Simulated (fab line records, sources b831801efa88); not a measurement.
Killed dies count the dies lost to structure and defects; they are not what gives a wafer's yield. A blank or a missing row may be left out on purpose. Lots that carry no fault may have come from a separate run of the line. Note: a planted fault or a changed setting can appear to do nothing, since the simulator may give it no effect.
The tool behind it: which one? -- flow gf180mcu -- 39 wafers sampled from 13 lots at 1 step of a route of 602

== WHAT THE GAUGES SHOWED, per wafer ==
GF_V3_CD_MEAS_14 targets a cd of 260 nm.
lot,measured,on,cd nm (nm)
L225,day 24 04:49,cd sem-02,258.0 256.9 258.3
L226,day 25 01:23,cd sem-02,259.8 260.0 259.8
L227,day 25 05:37,cd sem-02,257.3 259.3 258.0
L229,day 25 15:05,cd sem-02,258.7 258.9 259.0
L230,day 26 05:50,cd sem-02,261.8 261.8 261.8
L236,day 27 18:07,cd sem-02,260.5 260.5 258.8
L237,day 28 00:32,cd sem-02,261.0 263.3 262.8
L239,day 28 23:23,cd sem-02,259.9 259.7 259.5
L240,day 28 23:47,cd sem-01,260.9 262.0 261.2
L241,day 29 01:13,cd sem-01,259.1 259.0 259.0
L242,day 29 06:13,cd sem-01,258.1 256.7 256.9
L243,day 29 14:29,cd sem-02,260.4 258.9 259.9
L244,day 29 20:42,cd sem-02,260.9 260.5 261.4

== WHICH TOOL RAN EACH LOT (tool, then ch and the chambers of the sampled wafers, then the start) ==
Record: no process step prior to these readings.

== WHAT THE TOOLS THEMSELVES READ (means of the sampled wafers that have a number; where no wafer has one, the mark that the record gives instead) ==
The record holds no such reading with a usual standard deviation.

== THE ANSWER, worked out from the rows above alone ==
Rule: usual is defined by the lots themselves. The widest of any qualifying gaps counts: lots, ordered by their means at a reading, are off when they make up no more than a third of the lots, leave a main group of 4 or more, and stand apart from it by 3 or more times the standard deviation of that group's means. A main group whose means are all the same, to the digits that the tables above print for the reading, isn't used. Also off: a lot with no number at a reading for which 4 or more lots have one. The other lots that the step has rows for count as sound. Order of review: gauges by route order, followed by the tools' own readings, for which a lot's mean as printed above is used. At the first step where some lot is off, the reading lying furthest off is the one used; lots without a number count as furthest.
None of the lots is off at any reading shown; this tells nothing.

== WHAT THE SIMULATOR PUT IN ==
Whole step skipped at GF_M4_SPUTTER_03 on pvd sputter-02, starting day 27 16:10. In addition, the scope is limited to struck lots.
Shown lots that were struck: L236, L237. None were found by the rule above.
